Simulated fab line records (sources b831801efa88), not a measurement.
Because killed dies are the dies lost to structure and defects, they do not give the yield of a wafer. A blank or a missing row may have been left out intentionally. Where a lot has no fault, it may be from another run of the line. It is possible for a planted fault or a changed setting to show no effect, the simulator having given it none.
fab line records + flow gf180mcu
[record]
- lots = 24
- wafers = 72
- lastDay = 34
route steps=602 shown NWELL@53 V2@405 V3@453 V4@490 V5@543 PASSIVATION@588
lots untouched by any fault: they come from a run of this same line in which no faults occurred
startH: hours from the record's first day to the start of the lot's first wafer shown + waitH: how many hours have passed since the lot's step before this one + " identical to the entry in the row above + L1.1+2: one row covering several wafers at once + - no value, or no start was given + * or withheld: withheld + < > ~ a bound
route shown NAME@n: names a module that has steps shown in the file, with the first one's number in the route + usual: mean/standard deviation taken from wafers without a fault + same: alike in all rows + chamber/n: place in a boat + sites: the reading at each site + _std_site: standard deviation across them + _edge_site: outer sites' mean less inner sites' + radiusMm: for every site, how far away it sits from the centre of the wafer + mask NAME#n: copy n + behind: the last tool/chamber to shape the wafer + hold: why the lot went on hold/how many hours it stayed there/how the hold came to an end + device: the n, p or np transistor that did not switch + end of line: tests of these same wafers at the route's end + a step without rows: its recipe alone + killed: at the first sort, the dies lost to defects and structure; wafer yield is something else + map: a wafer's dies, marking killed ones x, the rest . and places with no die _
set.NAME: the setting that was run; set.NAME@STEP: the one run at that earlier step + model.NAME: the simulator's own value behind a step, which no gauge read
one table for each step of the route and one row for each wafer, over a sample of lots
services: from which hour (startH, from the record's first day; less than 0 if before it) a tool's chamber was out of use, for how many hours, and why
[[steps]]
[step GF_NWELL_TW_MEAS_11]
[usual]
- NWELL_TW = 1576/19
| lot.wafer | tool         | chamber | startH | waitH | NWELL_TW |
|-----------|--------------|---------|--------|-------|----------|
| L074.1    | filmMetro-04 | -       | 55.92  | 0.1   | 1566     |
| L074.2    | "            | -       | "      | "     | 1562     |
| L074.6    | "            | -       | "      | "     | 1565     |
| L075.3    | filmMetro-03 | -       | 61.40  | 0.1   | 1602     |
| L075.5    | "            | -       | "      | "     | 1598     |
| L075.6    | "            | -       | "      | "     | 1599     |
| L076.2    | filmMetro-01 | -       | 66.53  | 0.1   | 1562     |
| L076.3    | "            | -       | "      | "     | 1556     |
| L076.5    | "            | -       | "      | "     | 1561     |
| L077.3    | filmMetro-03 | -       | 74.95  | 0.1   | 1600     |
| L077.4    | "            | -       | "      | "     | 1595     |
| L077.5    | "            | -       | "      | "     | 1595     |
| L078.1    | filmMetro-01 | -       | 79.68  | 0.1   | 1559     |
| L078.3    | "            | -       | "      | "     | 1564     |
| L078.6    | "            | -       | "      | "     | 1563     |
| L079.1    | filmMetro-03 | -       | 84.97  | 0.1   | 1611     |
| L079.3    | "            | -       | "      | "     | 1606     |
| L079.4    | "            | -       | "      | "     | 1606     |
| L080.1    | filmMetro-04 | -       | 91.93  | 0.1   | 1554     |
| L080.2    | "            | -       | "      | "     | 1550     |
| L080.3    | "            | -       | "      | "     | 1557     |
| L081.1    | filmMetro-01 | -       | 98.92  | 0.1   | 1571     |
| L081.4    | "            | -       | "      | "     | 1561     |
| L081.6    | "            | -       | "      | "     | 1563     |
| L083.1    | filmMetro-01 | -       | 105.52 | 0.1   | 1557     |
| L083.5    | "            | -       | "      | "     | 1558     |
| L083.6    | "            | -       | "      | "     | 1560     |
| L082.2    | filmMetro-03 | -       | 106.24 | 0.1   | 1596     |
| L082.5    | "            | -       | "      | "     | 1594     |
| L082.6    | "            | -       | "      | "     | 1588     |
| L084.1    | filmMetro-03 | -       | 118.62 | 0.1   | 1600     |
| L084.5    | "            | -       | "      | "     | 1603     |
| L084.6    | "            | -       | "      | "     | 1592     |
| L085.1    | filmMetro-03 | -       | 125.77 | 0.1   | 1601     |
| L085.2    | "            | -       | "      | "     | 1605     |
| L085.4    | "            | -       | "      | "     | 1606     |
| L086.3    | filmMetro-04 | -       | 126.20 | 0.1   | 1557     |
| L086.5    | "            | -       | "      | "     | 1564     |
| L086.6    | "            | -       | "      | "     | 1568     |
| L087.1    | filmMetro-03 | -       | 131.08 | 0.1   | 1602     |
| L087.3    | "            | -       | "      | "     | 1599     |
| L087.4    | "            | -       | "      | "     | 1607     |
| L088.1    | filmMetro-04 | -       | 137.12 | 0.1   | 1550     |
| L088.2    | "            | -       | "      | "     | 1554     |
| L088.3    | "            | -       | "      | "     | 1564     |
| L089.2    | filmMetro-03 | -       | 144.13 | 0.1   | 1599     |
| L089.3    | "            | -       | "      | "     | 1591     |
| L089.5    | "            | -       | "      | "     | 1593     |
| L090.2    | filmMetro-01 | -       | 144.34 | 0.1   | 1562     |
| L090.3    | "            | -       | "      | "     | 1561     |
| L090.5    | "            | -       | "      | "     | 1567     |
| L091.2    | filmMetro-03 | -       | 150.23 | 0.1   | 1598     |
| L091.4    | "            | -       | "      | "     | 1595     |
| L091.5    | "            | -       | "      | "     | 1596     |
| L092.2    | filmMetro-01 | -       | 154.43 | 0.1   | 1577     |
| L092.3    | "            | -       | "      | "     | 1565     |
| L092.6    | "            | -       | "      | "     | 1561     |
| L093.1    | filmMetro-01 | -       | 158.77 | 0.1   | 1573     |
| L093.3    | "            | -       | "      | "     | 1568     |
| L093.4    | "            | -       | "      | "     | 1570     |
| L094.1    | filmMetro-04 | -       | 170.92 | 0.1   | 1565     |
| L094.4    | "            | -       | "      | "     | 1557     |
| L094.5    | "            | -       | "      | "     | 1557     |
| L095.1    | filmMetro-01 | -       | 171.62 | 0.1   | 1551     |
| L095.4    | "            | -       | "      | "     | 1555     |
| L095.6    | "            | -       | "      | "     | 1552     |
| L096.2    | filmMetro-01 | -       | 177.23 | 0.1   | 1564     |
| L096.4    | "            | -       | "      | "     | 1560     |
| L096.5    | "            | -       | "      | "     | 1554     |
| L097.2    | filmMetro-01 | -       | 183.63 | 0.1   | 1554     |
| L097.4    | "            | -       | "      | "     | 1563     |
| L097.5    | "            | -       | "      | "     | 1568     |
[step GF_V2_CVD_23]
[recipe]
- material = W
- targetThkNm = 350
- timeS = 104.94
- tempC = 399
- pressureTorr = 40
[usual]
- heaterPowerW = 836/92
- susceptorTempC = 399.01/0.21
| lot.wafer | tool    | chamber | startH | waitH | heaterPowerW | sinceWetCleanH | susceptorTempC |
|-----------|---------|---------|--------|-------|--------------|----------------|----------------|
| L074.1    | cvdW-01 | 1       | 460.15 | 0.0   | 775          | 56             | 398.55         |
| L074.2    | "       | 0       | "      | "     | 866          | 56             | 399.00         |
| L074.6    | "       | 0       | "      | "     | 865          | -              | 398.75         |
| L075.3    | cvdW-01 | 1       | 468.91 | 0.1   | 782          | -              | 399.28         |
| L075.5    | "       | 0       | "      | "     | 899          | -              | 398.60         |
| L075.6    | "       | 1       | "      | "     | 781          | -              | 399.10         |
| L076.2    | cvdW-01 | 1       | 475.68 | 0.0   | 781          | 72             | 399.19         |
| L076.3    | "       | 1       | "      | "     | 790          | -              | 399.06         |
| L076.5    | "       | 0       | "      | "     | 875          | -              | 399.04         |
| L077.3    | cvdW-01 | 0       | 487.86 | 0.1   | 881          | -              | 398.78         |
| L077.4    | "       | 0       | "      | "     | 862          | -              | 398.67         |
| L077.5    | "       | 0       | "      | "     | 872          | -              | 398.91         |
| L078.1    | cvdW-01 | 1       | 497.30 | 0.0   | 783          | 93             | 399.08         |
| L078.3    | "       | 1       | "      | "     | 778          | -              | 399.16         |
| L078.6    | "       | 1       | "      | "     | 783          | -              | 399.26         |
| L079.1    | cvdW-01 | 0       | 508.89 | 0.0   | 873          | 105            | 398.59         |
| L079.3    | "       | 1       | "      | "     | 800          | -              | 399.26         |
| L079.4    | "       | 0       | "      | "     | 875          | -              | 398.81         |
| L080.1    | cvdW-01 | 1       | 518.95 | 0.0   | 794          | 115            | 399.05         |
| L080.2    | "       | 0       | "      | "     | 870          | 115            | 399.05         |
| L080.3    | "       | 0       | "      | "     | 866          | -              | 399.31         |
| L081.1    | cvdW-02 | 0       | 529.93 | 0.0   | 938          | 626            | 399.08         |
| L081.4    | "       | 0       | "      | "     | 955          | -              | 399.14         |
| L081.6    | "       | 0       | "      | "     | 937          | -              | 399.08         |
| L083.1    | cvdW-01 | 1       | 539.85 | 0.0   | 798          | 136            | 399.24         |
| L083.5    | "       | 1       | "      | "     | 773          | -              | 398.74         |
| L083.6    | "       | 0       | "      | "     | 889          | -              | 399.05         |
| L082.2    | cvdW-01 | 1       | 544.75 | 0.0   | 794          | 141            | 398.80         |
| L082.5    | "       | 0       | "      | "     | 898          | -              | 399.36         |
| L082.6    | "       | 1       | "      | "     | 779          | -              | 399.13         |
| L084.1    | cvdW-02 | 0       | 563.22 | 0.0   | 967          | 659            | 399.22         |
| L084.5    | "       | 0       | "      | "     | 927          | -              | 398.88         |
| L084.6    | "       | 1       | "      | "     | 691          | -              | 399.21         |
| L085.1    | cvdW-02 | 1       | 572.24 | 0.0   | 690          | 668            | 398.86         |
| L085.2    | "       | 0       | "      | "     | 961          | 668            | 399.21         |
| L085.4    | "       | 0       | "      | "     | 954          | -              | 399.19         |
| L086.3    | cvdW-01 | 0       | 574.78 | 0.1   | 873          | -              | 399.00         |
| L086.5    | "       | 0       | "      | "     | 871          | -              | 399.34         |
| L086.6    | "       | 1       | "      | "     | 785          | -              | 398.83         |
| L087.1    | cvdW-02 | 1       | 583.14 | 0.0   | 691          | 679            | 399.11         |
| L087.3    | "       | 1       | "      | "     | 697          | -              | 399.06         |
| L087.4    | "       | 0       | "      | "     | 977          | -              | 399.21         |
| L088.1    | cvdW-02 | 0       | 590.70 | 0.0   | 953          | 687            | 398.96         |
| L088.2    | "       | 1       | "      | "     | 703          | 687            | 398.85         |
| L088.3    | "       | 1       | "      | "     | 705          | -              | 398.99         |
| L089.2    | cvdW-02 | 0       | 601.08 | 0.0   | 963          | 697            | 399.27         |
| L089.3    | "       | 0       | "      | "     | 955          | -              | 398.90         |
| L089.5    | "       | 0       | "      | "     | 956          | -              | 399.19         |
| L090.2    | cvdW-01 | 1       | 605.85 | 0.0   | 777          | 202            | 399.39         |
| L090.3    | "       | 1       | "      | "     | 774          | -              | 399.17         |
| L090.5    | "       | 1       | "      | "     | 794          | -              | 399.30         |
| L091.2    | cvdW-02 | 1       | 606.98 | 0.0   | 710          | 703            | 399.01         |
| L091.4    | "       | 0       | "      | "     | 947          | -              | 398.92         |
| L091.5    | "       | 0       | "      | "     | 950          | -              | 398.81         |
| L092.2    | cvdW-02 | 1       | 615.80 | 0.0   | 707          | 712            | 398.80         |
| L092.3    | "       | 0       | "      | "     | 966          | -              | 399.35         |
| L092.6    | "       | 1       | "      | "     | 670          | -              | 398.86         |
| L093.1    | cvdW-01 | 0       | 618.60 | 0.0   | 879          | 215            | 399.00         |
| L093.3    | "       | 1       | "      | "     | 791          | -              | 398.90         |
| L093.4    | "       | 0       | "      | "     | 868          | -              | 398.96         |
| L094.1    | cvdW-02 | 1       | 633.13 | 0.0   | 675          | 729            | 399.18         |
| L094.4    | "       | 0       | "      | "     | 963          | -              | 399.47         |
| L094.5    | "       | 1       | "      | "     | 701          | -              | 399.12         |
| L095.1    | cvdW-02 | 1       | 634.87 | 0.0   | 697          | 731            | 399.20         |
| L095.4    | "       | 0       | "      | "     | 977          | -              | 398.93         |
| L095.6    | "       | 0       | "      | "     | 965          | -              | 399.11         |
| L096.2    | cvdW-01 | 0       | 640.06 | 0.0   | 873          | 236            | 398.94         |
| L096.4    | "       | 0       | "      | "     | 898          | -              | 398.90         |
| L096.5    | "       | 0       | "      | "     | 884          | -              | 398.84         |
| L097.2    | cvdW-01 | 0       | 648.34 | 0.0   | 901          | 244            | 398.92         |
| L097.4    | "       | 1       | "      | "     | 797          | -              | 399.15         |
| L097.5    | "       | 1       | "      | "     | 784          | -              | 399.03         |
[step GF_V3_RS_MEAS_24]
[recipe]
- thkMeasGauge = four-point-probe
- reads = W_of_V3_CVD_23+TiN_of_V3_SPUTTER_22+Ti_of_V3_SPUTTER_21
[usual]
- V3_W_RS = 0.327/0.0036
| lot.wafer | tool         | chamber | startH | waitH | V3_W_RS[ohm/sq] |
|-----------|--------------|---------|--------|-------|-----------------|
| L074.1    | filmMetro-04 | -       | 511.24 | 0.1   | 0.325           |
| L074.2    | "            | -       | "      | "     | 0.324           |
| L074.6    | "            | -       | "      | "     | 0.328           |
| L075.3    | filmMetro-02 | -       | 519.26 | 0.1   | 0.329           |
| L075.5    | "            | -       | "      | "     | 0.326           |
| L075.6    | "            | -       | "      | "     | 0.327           |
| L076.2    | filmMetro-01 | -       | 525.81 | 0.1   | 0.327           |
| L076.3    | "            | -       | "      | "     | 0.324           |
| L076.5    | "            | -       | "      | "     | 0.325           |
| L077.3    | filmMetro-01 | -       | 538.00 | 0.1   | 0.324           |
| L077.4    | "            | -       | "      | "     | 0.329           |
| L077.5    | "            | -       | "      | "     | 0.322           |
| L078.1    | filmMetro-04 | -       | 547.31 | 0.1   | 0.328           |
| L078.3    | "            | -       | "      | "     | 0.328           |
| L078.6    | "            | -       | "      | "     | 0.327           |
| L079.1    | filmMetro-04 | -       | 557.79 | 0.1   | 0.331           |
| L079.3    | "            | -       | "      | "     | 0.330           |
| L079.4    | "            | -       | "      | "     | 0.329           |
| L080.1    | filmMetro-02 | -       | 566.72 | 0.1   | 0.330           |
| L080.2    | "            | -       | "      | "     | 0.326           |
| L080.3    | "            | -       | "      | "     | 0.329           |
| L081.1    | filmMetro-02 | -       | 577.61 | 0.1   | 0.324           |
| L081.4    | "            | -       | "      | "     | 0.330           |
| L081.6    | "            | -       | "      | "     | 0.326           |
| L083.1    | filmMetro-04 | -       | 587.31 | 0.1   | 0.328           |
| L083.5    | "            | -       | "      | "     | 0.332           |
| L083.6    | "            | -       | "      | "     | 0.326           |
| L082.2    | filmMetro-04 | -       | 591.73 | 0.1   | 0.324           |
| L082.5    | "            | -       | "      | "     | 0.327           |
| L082.6    | "            | -       | "      | "     | 0.327           |
| L084.1    | filmMetro-04 | -       | 608.34 | 0.1   | 0.332           |
| L084.5    | "            | -       | "      | "     | 0.333           |
| L084.6    | "            | -       | "      | "     | 0.328           |
| L085.1    | filmMetro-02 | -       | 618.36 | 0.1   | 0.328           |
| L085.2    | "            | -       | "      | "     | 0.329           |
| L085.4    | "            | -       | "      | "     | 0.330           |
| L086.3    | filmMetro-01 | -       | 620.15 | 0.1   | 0.323           |
| L086.5    | "            | -       | "      | "     | 0.322           |
| L086.6    | "            | -       | "      | "     | 0.316           |
| L087.1    | filmMetro-02 | -       | 628.61 | 0.1   | 0.321           |
| L087.3    | "            | -       | "      | "     | 0.320           |
| L087.4    | "            | -       | "      | "     | 0.317           |
| L088.1    | filmMetro-01 | -       | 635.92 | 0.1   | 0.329           |
| L088.2    | "            | -       | "      | "     | 0.325           |
| L088.3    | "            | -       | "      | "     | 0.327           |
| L089.2    | filmMetro-02 | -       | 645.28 | 0.1   | 0.333           |
| L089.3    | "            | -       | "      | "     | 0.337           |
| L089.5    | "            | -       | "      | "     | 0.334           |
| L090.2    | filmMetro-02 | -       | 649.86 | 0.1   | 0.330           |
| L090.3    | "            | -       | "      | "     | 0.326           |
| L090.5    | "            | -       | "      | "     | 0.327           |
| L091.2    | filmMetro-02 | -       | 650.77 | 0.1   | 0.329           |
| L091.4    | "            | -       | "      | "     | 0.330           |
| L091.5    | "            | -       | "      | "     | 0.332           |
| L092.2    | filmMetro-01 | -       | 659.37 | 0.1   | 0.327           |
| L092.3    | "            | -       | "      | "     | 0.325           |
| L092.6    | "            | -       | "      | "     | 0.331           |
| L093.1    | filmMetro-02 | -       | 661.92 | 0.1   | 0.329           |
| L093.3    | "            | -       | "      | "     | 0.328           |
| L093.4    | "            | -       | "      | "     | 0.332           |
| L094.1    | filmMetro-04 | -       | 675.84 | 0.1   | 0.325           |
| L094.4    | "            | -       | "      | "     | 0.328           |
| L094.5    | "            | -       | "      | "     | 0.328           |
| L095.1    | filmMetro-02 | -       | 677.53 | 0.2   | 0.328           |
| L095.4    | "            | -       | "      | "     | 0.329           |
| L095.6    | "            | -       | "      | "     | 0.325           |
| L096.2    | filmMetro-01 | -       | 682.09 | 0.2   | 0.322           |
| L096.4    | "            | -       | "      | "     | 0.325           |
| L096.5    | "            | -       | "      | "     | 0.323           |
| L097.2    | filmMetro-04 | -       | 688.68 | 0.1   | 0.333           |
| L097.4    | "            | -       | "      | "     | 0.324           |
| L097.5    | "            | -       | "      | "     | 0.328           |
[step GF_V4_CD_MEAS_14]
[recipe]
- targetCdNm = 260
[usual]
- cdNm = 259.9/1.4
| lot.wafer | tool     | chamber | startH | waitH | cdNm  |
|-----------|----------|---------|--------|-------|-------|
| L074.1    | cdSem-02 | -       | 559.59 | 0.1   | 259.1 |
| L074.2    | "        | -       | "      | "     | 259.0 |
| L074.6    | "        | -       | "      | "     | 259.6 |
| L075.3    | cdSem-02 | -       | 566.45 | 0.1   | 261.1 |
| L075.5    | "        | -       | "      | "     | 260.0 |
| L075.6    | "        | -       | "      | "     | 260.3 |
| L076.2    | cdSem-01 | -       | 572.88 | 0.1   | 261.7 |
| L076.3    | "        | -       | "      | "     | 261.6 |
| L076.5    | "        | -       | "      | "     | 261.6 |
| L077.3    | cdSem-01 | -       | 585.07 | 0.1   | 259.3 |
| L077.4    | "        | -       | "      | "     | 258.6 |
| L077.5    | "        | -       | "      | "     | 259.6 |
| L078.1    | cdSem-01 | -       | 592.58 | 0.1   | 260.0 |
| L078.3    | "        | -       | "      | "     | 259.8 |
| L078.6    | "        | -       | "      | "     | 259.8 |
| L079.1    | cdSem-02 | -       | 602.36 | 0.1   | 262.4 |
| L079.3    | "        | -       | "      | "     | 261.9 |
| L079.4    | "        | -       | "      | "     | 261.1 |
| L080.1    | cdSem-02 | -       | 611.06 | 0.1   | 259.5 |
| L080.2    | "        | -       | "      | "     | 259.0 |
| L080.3    | "        | -       | "      | "     | 260.1 |
| L081.1    | cdSem-01 | -       | 621.08 | 0.1   | 260.7 |
| L081.4    | "        | -       | "      | "     | 260.2 |
| L081.6    | "        | -       | "      | "     | 260.5 |
| L083.1    | cdSem-01 | -       | 631.23 | 0.1   | 261.5 |
| L083.5    | "        | -       | "      | "     | 260.0 |
| L083.6    | "        | -       | "      | "     | 260.9 |
| L082.2    | cdSem-02 | -       | 636.03 | 0.1   | 259.7 |
| L082.5    | "        | -       | "      | "     | 258.8 |
| L082.6    | "        | -       | "      | "     | 259.4 |
| L084.1    | cdSem-02 | -       | 651.38 | 0.1   | 260.3 |
| L084.5    | "        | -       | "      | "     | 259.3 |
| L084.6    | "        | -       | "      | "     | 259.2 |
| L085.1    | cdSem-01 | -       | 660.51 | 0.1   | 259.6 |
| L085.2    | "        | -       | "      | "     | 257.4 |
| L085.4    | "        | -       | "      | "     | 259.3 |
| L086.3    | cdSem-01 | -       | 661.82 | 0.1   | 261.8 |
| L086.5    | "        | -       | "      | "     | 261.8 |
| L086.6    | "        | -       | "      | "     | 260.4 |
| L087.1    | cdSem-02 | -       | 669.73 | 0.1   | 256.4 |
| L087.3    | "        | -       | "      | "     | 257.3 |
| L087.4    | "        | -       | "      | "     | 257.7 |
| L088.1    | cdSem-02 | -       | 677.08 | 0.1   | 261.3 |
| L088.2    | "        | -       | "      | "     | 262.7 |
| L088.3    | "        | -       | "      | "     | 261.0 |
| L089.2    | cdSem-01 | -       | 685.40 | 0.1   | 258.9 |
| L089.3    | "        | -       | "      | "     | 260.0 |
| L089.5    | "        | -       | "      | "     | 258.8 |
| L090.2    | cdSem-01 | -       | 689.93 | 0.1   | 257.9 |
| L090.3    | "        | -       | "      | "     | 259.6 |
| L090.5    | "        | -       | "      | "     | 259.1 |
| L091.2    | cdSem-01 | -       | 690.28 | 0.1   | 261.1 |
| L091.4    | "        | -       | "      | "     | 260.5 |
| L091.5    | "        | -       | "      | "     | 260.5 |
| L092.2    | cdSem-01 | -       | 699.73 | 0.1   | 260.6 |
| L092.3    | "        | -       | "      | "     | 260.9 |
| L092.6    | "        | -       | "      | "     | 261.2 |
| L093.1    | cdSem-02 | -       | 701.78 | 0.1   | 259.1 |
| L093.3    | "        | -       | "      | "     | 260.2 |
| L093.4    | "        | -       | "      | "     | 260.2 |
| L094.1    | cdSem-01 | -       | 714.28 | 0.1   | 258.9 |
| L094.4    | "        | -       | "      | "     | 259.4 |
| L094.5    | "        | -       | "      | "     | 259.0 |
| L095.1    | cdSem-02 | -       | 716.51 | 0.1   | 260.0 |
| L095.4    | "        | -       | "      | "     | 259.7 |
| L095.6    | "        | -       | "      | "     | 258.1 |
| L096.2    | cdSem-01 | -       | 720.75 | 0.1   | 261.8 |
| L096.4    | "        | -       | "      | "     | 259.2 |
| L096.5    | "        | -       | "      | "     | 260.3 |
| L097.2    | cdSem-01 | -       | 726.75 | 0.1   | 258.0 |
| L097.4    | "        | -       | "      | "     | 258.7 |
| L097.5    | "        | -       | "      | "     | 259.1 |
[step GF_V5_THK_MEAS_03]
[recipe]
- reads = SiO2_of_V5_CVD_02
[usual]
- V5_CVD_02_THK = 1460/19
| lot.wafer | tool         | chamber | startH | waitH | V5_CVD_02_THK[nm] |
|-----------|--------------|---------|--------|-------|-------------------|
| L074.1    | filmMetro-02 | -       | 606.21 | 0.1   | 1430              |
| L074.2    | "            | -       | "      | "     | 1425              |
| L074.6    | "            | -       | "      | "     | 1452              |
| L075.3    | filmMetro-01 | -       | 612.30 | 0.1   | 1477              |
| L075.5    | "            | -       | "      | "     | 1484              |
| L075.6    | "            | -       | "      | "     | 1494              |
| L076.2    | filmMetro-04 | -       | 618.26 | 0.1   | 1418              |
| L076.3    | "            | -       | "      | "     | 1435              |
| L076.5    | "            | -       | "      | "     | 1464              |
| L077.3    | filmMetro-02 | -       | 630.44 | 0.1   | 1456              |
| L077.4    | "            | -       | "      | "     | 1485              |
| L077.5    | "            | -       | "      | "     | 1484              |
| L078.1    | filmMetro-04 | -       | 637.25 | 0.1   | 1452              |
| L078.3    | "            | -       | "      | "     | 1447              |
| L078.6    | "            | -       | "      | "     | 1459              |
| L079.1    | filmMetro-02 | -       | 646.54 | 0.1   | 1431              |
| L079.3    | "            | -       | "      | "     | 1435              |
| L079.4    | "            | -       | "      | "     | 1475              |
| L080.1    | filmMetro-04 | -       | 655.62 | 0.1   | 1465              |
| L080.2    | "            | -       | "      | "     | 1443              |
| L080.3    | "            | -       | "      | "     | 1474              |
| L081.1    | filmMetro-02 | -       | 664.87 | 0.1   | 1440              |
| L081.4    | "            | -       | "      | "     | 1456              |
| L081.6    | "            | -       | "      | "     | 1468              |
| L083.1    | filmMetro-02 | -       | 672.15 | 0.1   | 1442              |
| L083.5    | "            | -       | "      | "     | 1483              |
| L083.6    | "            | -       | "      | "     | 1462              |
| L082.2    | filmMetro-04 | -       | 678.44 | 0.1   | 1438              |
| L082.5    | "            | -       | "      | "     | 1448              |
| L082.6    | "            | -       | "      | "     | 1471              |
| L084.1    | filmMetro-01 | -       | 692.77 | 0.1   | 1439              |
| L084.5    | "            | -       | "      | "     | 1468              |
| L084.6    | "            | -       | "      | "     | 1448              |
| L085.1    | filmMetro-04 | -       | 702.21 | 0.1   | 1462              |
| L085.2    | "            | -       | "      | "     | 1453              |
| L085.4    | "            | -       | "      | "     | 1470              |
| L086.3    | filmMetro-02 | -       | 702.48 | 0.1   | 1441              |
| L086.5    | "            | -       | "      | "     | 1452              |
| L086.6    | "            | -       | "      | "     | 1465              |
| L087.1    | filmMetro-01 | -       | 710.06 | 0.1   | 1455              |
| L087.3    | "            | -       | "      | "     | 1481              |
| L087.4    | "            | -       | "      | "     | 1478              |
| L088.1    | filmMetro-04 | -       | 717.22 | 0.1   | 1445              |
| L088.2    | "            | -       | "      | "     | 1464              |
| L088.3    | "            | -       | "      | "     | 1473              |
| L089.2    | filmMetro-04 | -       | 724.99 | 0.1   | 1418              |
| L089.3    | "            | -       | "      | "     | 1472              |
| L089.5    | "            | -       | "      | "     | 1465              |
| L090.2    | filmMetro-02 | -       | 729.56 | 0.1   | 1428              |
| L090.3    | "            | -       | "      | "     | 1436              |
| L090.5    | "            | -       | "      | "     | 1450              |
| L091.2    | filmMetro-02 | -       | 729.91 | 0.1   | 1472              |
| L091.4    | "            | -       | "      | "     | 1486              |
| L091.5    | "            | -       | "      | "     | 1484              |
| L092.2    | filmMetro-02 | -       | 738.73 | 0.1   | 1455              |
| L092.3    | "            | -       | "      | "     | 1455              |
| L092.6    | "            | -       | "      | "     | 1473              |
| L093.1    | filmMetro-02 | -       | 740.55 | 0.1   | 1481              |
| L093.3    | "            | -       | "      | "     | 1450              |
| L093.4    | "            | -       | "      | "     | 1496              |
| L094.1    | filmMetro-01 | -       | 751.91 | 0.1   | 1468              |
| L094.4    | "            | -       | "      | "     | 1474              |
| L094.5    | "            | -       | "      | "     | 1483              |
| L095.1    | filmMetro-01 | -       | 753.20 | 0.1   | 1486              |
| L095.4    | "            | -       | "      | "     | 1473              |
| L095.6    | "            | -       | "      | "     | 1479              |
| L096.2    | filmMetro-01 | -       | 758.66 | 0.1   | 1438              |
| L096.4    | "            | -       | "      | "     | 1464              |
| L096.5    | "            | -       | "      | "     | 1473              |
| L097.2    | filmMetro-02 | -       | 763.87 | 0.1   | 1461              |
| L097.4    | "            | -       | "      | "     | 1484              |
| L097.5    | "            | -       | "      | "     | 1472              |
[step GF_PASSIVATION_THK_MEAS_01]
[recipe]
- reads = SiO2_of_PASSIVATION_CVD_00
[usual]
- PASSIVATION_CVD_00_THK = 998/14
| lot.wafer | tool         | chamber | startH | waitH | PASSIVATION_CVD_00_THK[nm] |
|-----------|--------------|---------|--------|-------|----------------------------|
| L074.1    | filmMetro-03 | -       | 650.88 | 0.0   | 991                        |
| L074.2    | "            | -       | "      | "     | 981                        |
| L074.6    | "            | -       | "      | "     | 1017                       |
| L075.3    | filmMetro-01 | -       | 655.82 | 0.1   | 997                        |
| L075.5    | "            | -       | "      | "     | 1028                       |
| L075.6    | "            | -       | "      | "     | 1023                       |
| L076.2    | filmMetro-03 | -       | 661.08 | 0.0   | 990                        |
| L076.3    | "            | -       | "      | "     | 987                        |
| L076.5    | "            | -       | "      | "     | 998                        |
| L077.3    | filmMetro-04 | -       | 673.73 | 0.1   | 1010                       |
| L077.4    | "            | -       | "      | "     | 1022                       |
| L077.5    | "            | -       | "      | "     | 1024                       |
| L078.1    | filmMetro-01 | -       | 679.32 | 0.0   | 991                        |
| L078.3    | "            | -       | "      | "     | 990                        |
| L078.6    | "            | -       | "      | "     | 997                        |
| L079.1    | filmMetro-04 | -       | 687.90 | 0.0   | 997                        |
| L079.3    | "            | -       | "      | "     | 984                        |
| L079.4    | "            | -       | "      | "     | 997                        |
| L080.1    | filmMetro-03 | -       | 696.75 | 0.0   | 967                        |
| L080.2    | "            | -       | "      | "     | 998                        |
| L080.3    | "            | -       | "      | "     | 984                        |
| L081.1    | filmMetro-04 | -       | 706.14 | 0.0   | 977                        |
| L081.4    | "            | -       | "      | "     | 1003                       |
| L081.6    | "            | -       | "      | "     | 997                        |
| L083.1    | filmMetro-01 | -       | 712.48 | 0.0   | 1001                       |
| L083.5    | "            | -       | "      | "     | 1007                       |
| L083.6    | "            | -       | "      | "     | 1011                       |
| L082.2    | filmMetro-03 | -       | 717.76 | 0.0   | 988                        |
| L082.5    | "            | -       | "      | "     | 1011                       |
| L082.6    | "            | -       | "      | "     | 1010                       |
| L084.1    | filmMetro-01 | -       | 731.27 | 0.0   | 1001                       |
| L084.5    | "            | -       | "      | "     | 999                        |
| L084.6    | "            | -       | "      | "     | 983                        |
| L086.3    | filmMetro-03 | -       | 740.09 | 0.1   | 997                        |
| L086.5    | "            | -       | "      | "     | 1002                       |
| L086.6    | "            | -       | "      | "     | 1021                       |
| L085.1    | filmMetro-03 | -       | 740.55 | 0.0   | 985                        |
| L085.2    | "            | -       | "      | "     | 984                        |
| L085.4    | "            | -       | "      | "     | 1005                       |
| L087.1    | filmMetro-01 | -       | 748.42 | 0.0   | 994                        |
| L087.3    | "            | -       | "      | "     | 1001                       |
| L087.4    | "            | -       | "      | "     | 1005                       |
| L088.1    | filmMetro-04 | -       | 754.35 | 0.0   | 983                        |
| L088.2    | "            | -       | "      | "     | 1012                       |
| L088.3    | "            | -       | "      | "     | 995                        |
| L089.2    | filmMetro-01 | -       | 761.65 | 0.0   | 993                        |
| L089.3    | "            | -       | "      | "     | 992                        |
| L089.5    | "            | -       | "      | "     | 990                        |
| L090.2    | filmMetro-04 | -       | 765.70 | 0.0   | 1000                       |
| L090.3    | "            | -       | "      | "     | 995                        |
| L090.5    | "            | -       | "      | "     | 1010                       |
| L091.2    | filmMetro-03 | -       | 767.44 | 0.0   | 964                        |
| L091.4    | "            | -       | "      | "     | 990                        |
| L091.5    | "            | -       | "      | "     | 1000                       |
| L092.2    | filmMetro-01 | -       | 775.58 | 0.0   | 982                        |
| L092.3    | "            | -       | "      | "     | 980                        |
| L092.6    | "            | -       | "      | "     | 1001                       |
| L093.1    | filmMetro-04 | -       | 777.18 | 0.0   | 972                        |
| L093.3    | "            | -       | "      | "     | 991                        |
| L093.4    | "            | -       | "      | "     | 1007                       |
| L094.1    | filmMetro-01 | -       | 788.17 | 0.1   | 978                        |
| L094.4    | "            | -       | "      | "     | 986                        |
| L094.5    | "            | -       | "      | "     | 986                        |
| L095.1    | filmMetro-03 | -       | 789.20 | 0.1   | 985                        |
| L095.4    | "            | -       | "      | "     | 995                        |
| L095.6    | "            | -       | "      | "     | 998                        |
| L096.2    | filmMetro-03 | -       | 793.54 | 0.0   | 979                        |
| L096.4    | "            | -       | "      | "     | 1005                       |
| L096.5    | "            | -       | "      | "     | 1009                       |
| L097.2    | filmMetro-03 | -       | 797.73 | 0.0   | 1017                       |
| L097.4    | "            | -       | "      | "     | 1006                       |
| L097.5    | "            | -       | "      | "     | 1023                       |
[[services]]
| tool    | chamber | startH | hours | kind   |
|---------|---------|--------|-------|--------|
| cvdW-01 | 1       | 450.40 | 2.3   | repair |
| cvdW-01 | 1       | 481.76 | 8.6   | repair |
| cvdW-02 | 1       | 526.59 | 4.6   | repair |
| cvdW-02 | -       | 563.70 | 1.3   | repair |
[[key]]
fault none
